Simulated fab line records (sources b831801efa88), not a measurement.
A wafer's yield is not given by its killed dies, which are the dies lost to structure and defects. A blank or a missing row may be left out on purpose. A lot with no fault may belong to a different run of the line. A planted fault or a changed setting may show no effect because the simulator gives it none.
fab line records	flow sfq_line
record: lots: 14	wafers: 42	last_day: 90
route steps=325 shown M5@207 M6@262 I6@279 M7@291
lots that met no fault: taken from a fault-free run of the same line
start_h: hours from the record's first day to the start of the lot's first wafer shown	wait_h: how many hours have passed since the lot's step before this one	" same as the row above	L1.1+2: one row covering several wafers at once	- no value, or no start was given	* or withheld: withheld	< > ~ a bound
route shown NAME@n: names a module that has steps shown in the file, with the first one's number in the route	usual: mean/standard deviation taken from wafers without a fault	same: alike in all rows	chamber/n: place in a boat	sites: each site's reading	_std_site: the standard deviation of these	_edge_site: the outer-site mean with the inner-site mean subtracted	radius_mm: for every site, how far away it sits from the centre of the wafer	mask NAME#n: copy n	behind: the most recent tool/chamber to have shaped the wafer	hold: reason for holding the lot/hours on hold/outcome of the hold	device: which transistor (n, p or np) failed to switch	end of line: the tests these same wafers got at the end of their route	where a step has no rows: the recipe by itself	killed: count of dies lost to structure and defects at first sort (not the wafer's yield)	map: shows each die of a wafer: x if killed, . if not, _ if none is there
set.NAME: the setting as run; set.NAME@STEP: as run at that earlier step	model.NAME: the simulator's own value behind a step, which no gauge read
the route's steps for a sample of lots (tables are steps, rows are wafers)
services: when a tool's chamber went out of use (start_h, in hours from the record's first day, below 0 if earlier), for how many hours, and the reason
== steps ==
step: SFQ_TRILAYER_M5_STRIP_STRIP_127
recipe: gas: O2	power_w: 200	platen_temp_c: 40	overash_fraction: 0.65	chemistry: O2	pressure_mtorr: 50
usual: drypump_motor_current_A: 5.6/0.62	oes_product_au: 0.999/0.0087
lot.wafer	tool	chamber	start_h	wait_h	drypump_motor_current_A	oes_product_au	rf_hours_counter_h
L996.2	rie_metal-03	0	1296.02	0.1	5.1	1.008	128
L996.3	"	1	"	"	5.3	0.991	-
L996.4	"	0	"	"	5.1	1.008	-
L997.3	rie_metal-03	0	1340.04	0.3	5.1	0.991	-
L997.4	"	1	"	"	5.2	0.979	-
L997.6	"	0	"	"	5.1	1.005	-
L998.1	rie_metal-01	0	1342.24	0.1	5.1	1.001	131
L998.2	"	1	"	"	6.6	1.000	112
L998.3	"	0	"	"	5.1	0.999	-
L999.1	rie_metal-03	1	1343.44	0.1	5.3	0.999	124
L999.5	"	1	"	"	5.3	1.009	-
L999.6	"	0	"	"	5.1	0.994	-
L105.2	rie_metal-01	1	1361.67	0.1	6.6	1.008	116
L105.4	"	1	"	"	6.7	0.990	-
L105.6	"	1	"	"	6.7	1.002	-
L106.1	rie_metal-01	0	1364.07	0.1	5.1	0.988	136
L106.4	"	1	"	"	6.6	0.993	-
L106.5	"	0	"	"	5.1	0.990	-
L110.2	rie_metal-04	0	1384.98	0.1	5.7	1.014	126
L110.5	"	1	"	"	5.9	0.991	-
L110.6	"	0	"	"	5.7	1.020	-
L111.1	rie_metal-01	1	1389.95	0.3	6.6	0.992	122
L111.4	"	1	"	"	6.6	1.008	-
L111.5	"	1	"	"	6.6	0.999	-
L114.1	rie_metal-01	1	1409.67	0.1	6.7	1.004	126
L114.4	"	0	"	"	5.1	1.006	-
L114.6	"	0	"	"	5.1	1.008	-
L115.1	rie_metal-01	1	1417.87	0.1	6.6	0.983	127
L115.4	"	1	"	"	6.7	0.998	-
L115.5	"	0	"	"	5.1	0.987	-
L116.1	rie_metal-01	0	1420.43	0.1	5.1	0.997	5
L116.4	"	0	"	"	5.1	1.006	-
L116.6	"	0	"	"	5.1	1.001	-
L117.1	rie_metal-04	1	1427.63	0.1	5.8	1.001	24
L117.2	"	0	"	"	5.7	1.012	132
L117.6	"	1	"	"	5.8	1.015	-
L118.2	rie_metal-01	1	1432.43	0.1	6.6	0.996	130
L118.4	"	0	"	"	5.1	1.004	-
L118.5	"	1	"	"	6.6	0.999	-
L119.2	rie_metal-03	1	1437.68	0.5	5.2	0.999	-
L119.4	"	1	"	"	5.2	0.987	-
L119.5	"	1	"	"	5.3	0.992	-
step: SFQ_TRILAYER_M6_BARC_OPEN_METAL_ETCH_206
recipe: mask_material: PR	chemistry: O2	target_depth_nm: 125	target: BARC	icp_w: 600	bias_w: 80	pressure_mtorr: 10	time_s: 41.7
usual: drypump_motor_current_A: 5.7/0.56	oes_product_au: 0.685/0.0046	run_length_s: 70.3/0.68
lot.wafer	tool	chamber	start_h	wait_h	drypump_motor_current_A	oes_product_au	rf_hours_counter_h	run_length_s
L996.2	rie_metal-03	0	1548.74	0.0	5.1	0.673	22	70.5
L996.3	"	0	"	"	5.1	0.688	-	70.2
L996.4	"	1	"	"	5.3	0.686	-	70.1
L997.3	rie_metal-04	0	1672.46	0.0	5.7	0.680	-	69.9
L997.4	"	1	"	"	5.9	0.689	-	70.1
L997.6	"	1	"	"	5.9	0.686	-	70.7
L998.1	rie_metal-01	1	1676.79	0.0	6.6	0.681	17	73.2
L998.2	"	0	"	"	5.1	0.684	41	73.0
L998.3	"	0	"	"	5.1	0.685	-	73.3
L999.1	rie_metal-04	1	1679.19	0.0	5.9	0.687	62	69.9
L999.5	"	0	"	"	5.7	0.684	-	70.3
L999.6	"	1	"	"	5.9	0.680	-	70.3
L105.2	rie_metal-01	1	1696.18	0.0	6.6	0.676	21	70.1
L105.4	"	1	"	"	6.6	0.762	-	64.6
L105.6	"	0	"	"	5.1	0.684	-	70.5
L106.1	rie_metal-01	0	1699.78	0.0	5.1	0.763	46	64.9
L106.4	"	1	"	"	6.6	0.760	-	64.6
L106.5	"	0	"	"	5.1	0.682	-	70.2
L110.2	rie_metal-03	1	1799.42	0.1	5.2	0.690	41	70.2
L110.5	"	0	"	"	5.1	0.686	-	70.4
L110.6	"	1	"	"	5.2	0.693	-	70.4
L111.1	rie_metal-03	1	1808.93	0.0	5.3	0.689	42	70.4
L111.4	"	0	"	"	5.1	0.683	-	70.5
L111.5	"	1	"	"	5.3	0.685	-	69.9
L114.1	rie_metal-04	0	1824.53	0.0	5.7	0.681	37	69.7
L114.4	"	0	"	"	5.7	0.687	-	70.1
L114.6	"	1	"	"	5.8	0.695	-	70.0
L115.1	rie_metal-03	0	1830.53	0.0	5.1	0.692	64	70.4
L115.4	"	1	"	"	5.3	0.686	-	70.0
L115.5	"	1	"	"	5.3	0.685	-	70.0
L116.1	rie_metal-04	0	1831.73	0.0	5.7	0.683	39	70.3
L116.4	"	0	"	"	5.7	0.690	-	69.8
L116.6	"	0	"	"	5.7	0.686	-	70.2
L117.1	rie_metal-01	1	1836.25	0.0	6.6	0.688	41	70.0
L117.2	"	0	"	"	5.1	0.684	66	70.1
L117.6	"	0	"	"	5.1	0.692	-	70.2
L118.2	rie_metal-03	0	1838.65	0.0	5.1	0.689	65	70.2
L118.4	"	0	"	"	5.1	0.695	-	70.4
L118.5	"	0	"	"	5.1	0.683	-	70.5
L119.2	rie_metal-04	0	1839.85	0.0	5.7	0.687	40	70.2
L119.4	"	0	"	"	5.7	0.681	-	69.8
L119.5	"	0	"	"	5.7	0.691	-	70.0
step: SFQ_TRILAYER_I6_VIA_STRIP_STRIP_173
recipe: gas: O2	power_w: 200	platen_temp_c: 40	overash_fraction: 0.65	chemistry: O2	pressure_mtorr: 50
usual: drypump_motor_current_A: 5.4/0.33	oes_product_au: 1.001/0.011
lot.wafer	tool	chamber	start_h	wait_h	drypump_motor_current_A	oes_product_au	rf_hours_counter_h
L996.2	rie_metal-02	0	1659.22	-	5.0	0.982	48
L996.3	"	0	"	"	5.0	0.993	-
L996.4	"	1	"	"	5.7	0.995	-
L997.3	rie_metal-04	1	1770.88	-	5.9	0.998	-
L997.4	"	0	"	"	5.7	1.010	-
L997.6	"	1	"	"	5.9	1.011	-
L998.1	rie_metal-04	0	1775.48	-	5.7	1.024	29
L998.2	"	1	"	"	5.9	1.013	77
L998.3	"	0	"	"	5.7	1.007	-
L999.1	rie_metal-04	0	1777.88	-	5.7	1.008	29
L999.5	"	1	"	"	5.9	1.022	-
L999.6	"	0	"	"	5.7	1.010	-
L105.2	rie_metal-04	0	1792.65	-	5.7	1.007	32
L105.4	"	1	"	"	5.9	1.009	-
L105.6	"	1	"	"	5.9	1.007	-
L106.1	rie_metal-03	0	1793.85	-	5.1	1.018	58
L106.4	"	1	"	"	5.2	1.004	-
L106.5	"	0	"	"	5.1	1.003	-
L110.2	rie_metal-02	0	1822.00	-	5.0	0.987	72
L110.5	"	1	"	"	5.7	0.988	-
L110.6	"	0	"	"	5.0	0.985	-
L111.1	rie_metal-02	1	1876.13	-	5.7	1.001	52
L111.4	"	1	"	"	5.7	1.000	-
L111.5	"	0	"	"	5.0	0.999	-
L114.1	rie_metal-03	0	1903.85	-	5.1	1.002	76
L114.4	"	0	"	"	5.1	1.015	-
L114.6	"	0	"	"	5.1	1.004	-
L115.1	rie_metal-03	0	1912.25	-	5.1	1.014	78
L115.4	"	0	"	"	5.1	1.014	-
L115.5	"	0	"	"	5.1	1.011	-
L116.1	rie_metal-03	0	1913.45	-	5.1	1.008	78
L116.4	"	0	"	"	5.1	1.004	-
L116.6	"	0	"	"	5.1	1.012	-
L117.1	rie_metal-03	1	1920.18	-	5.2	0.993	60
L117.2	"	0	"	"	5.1	1.007	79
L117.6	"	1	"	"	5.3	0.990	-
L118.2	rie_metal-04	0	1921.38	-	5.7	1.013	53
L118.4	"	1	"	"	5.9	1.006	-
L118.5	"	0	"	"	5.7	1.011	-
L119.2	rie_metal-02	1	1922.58	-	5.7	0.985	57
L119.4	"	0	"	"	5.0	0.990	-
L119.5	"	0	"	"	5.0	0.980	-
step: SFQ_M7_OVL_MEAS_945
usual: M7_OVL: 0/5.2
lot.wafer	tool	chamber	start_h	wait_h	M7_OVL[nm]
L996.2	overlay-01	-	1762.10	0.1	-6
L996.3	"	-	"	"	-8
L996.4	"	-	"	"	-4
L997.3	overlay-01	-	1778.08	0.1	1
L997.4	"	-	"	"	-6
L997.6	"	-	"	"	-3
L998.1	overlay-01	-	1782.87	0.1	0
L998.2	"	-	"	"	-8
L998.3	"	-	"	"	-2
L999.1	overlay-01	-	1785.27	0.1	0
L999.5	"	-	"	"	0
L999.6	"	-	"	"	2
L105.2	overlay-02	-	1804.47	0.1	-3
L105.4	"	-	"	"	-4
L105.6	"	-	"	"	0
L106.1	overlay-01	-	1809.07	0.1	0
L106.4	"	-	"	"	-4
L106.5	"	-	"	"	-1
L110.2	overlay-01	-	1877.12	0.1	8
L110.5	"	-	"	"	16
L110.6	"	-	"	"	10
L111.1	overlay-02	-	1879.45	0.1	5
L111.4	"	-	"	"	-2
L111.5	"	-	"	"	4
L114.1	overlay-01	-	1912.19	0.1	3
L114.4	"	-	"	"	0
L114.6	"	-	"	"	1
L115.1	overlay-02	-	1976.39	0.1	8
L115.4	"	-	"	"	5
L115.5	"	-	"	"	3
L116.1	overlay-02	-	1979.51	0.1	6
L116.4	"	-	"	"	2
L116.6	"	-	"	"	12
L117.1	overlay-02	-	1986.71	0.1	3
L117.2	"	-	"	"	9
L117.6	"	-	"	"	3
L118.2	overlay-02	-	1987.91	0.1	-5
L118.4	"	-	"	"	-12
L118.5	"	-	"	"	-4
L119.2	overlay-01	-	1989.86	0.1	0
L119.4	"	-	"	"	8
L119.5	"	-	"	"	10
== services ==
tool	chamber	start_h	hours	kind
rie_metal-04	-	1294.26	2.8	pm
rie_metal-02	-	1311.20	3.3	repair
rie_metal-04	-	1379.08	0.6	repair
rie_metal-03	1	1384.04	4.1	repair
rie_metal-04	-	1392.37	6.5	repair
rie_metal-02	-	1403.08	1.4	pm
rie_metal-03	0	1419.61	-	clean
rie_metal-03	0	1419.61	-	consumable_replace:focus_ring
rie_metal-03	0	1419.61	26.1	scheduled_down
rie_metal-03	0	1419.61	26.1	vent_cycle
rie_metal-03	1	1491.93	16.0	repair
rie_metal-03	1	1507.97	-	clean
rie_metal-03	1	1507.97	-	consumable_replace:focus_ring
rie_metal-04	0	1516.64	23.1	repair
rie_metal-03	-	1522.78	2.8	pm
rie_metal-04	1	1542.73	12.8	repair
rie_metal-04	-	1698.29	0.4	repair
rie_metal-04	0	1708.97	1.4	repair
rie_metal-01	1	1712.24	18.4	repair
rie_metal-01	0	1713.43	13.7	repair
rie_metal-01	-	1794.11	2.8	pm
rie_metal-04	0	1796.63	2.1	repair
rie_metal-03	-	1809.94	2.5	repair
rie_metal-02	-	1842.32	2.8	pm
== key ==
first_sign: step: SFQ_TRILAYER_M6_BARC_OPEN_METAL_ETCH_206	reading: oes_product_au	direction: up	sigmas: 17	usual: 0.685	struck: 0.761
effect: step: SFQ_TRILAYER_M6_BARC_OPEN_METAL_ETCH_206	reading: run_length_s	direction: down	sigmas: 8.3	usual: *	struck: *
met_at SFQ_TRILAYER_M6_BARC_OPEN_METAL_ETCH_206
struck_lots L105,L106
struck_wafers L105.4,L106.1,L106.4
not_acting_at SFQ_TRILAYER_M5_STRIP_STRIP_127,SFQ_TRILAYER_I6_VIA_STRIP_STRIP_173,SFQ_M7_OVL_MEAS_945
onset_between 1676.79 1696.18
fault: kind: process_parameter_drift	tool: rie_metal-01	chamber: -	onset_h: 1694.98	steps: SFQ_TRILAYER_M6_BARC_OPEN_METAL_ETCH_206	channel: time_s	offset: *	shape: step	end_h: 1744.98	scope: struck_wafers_only	acts_in: *	stated: *
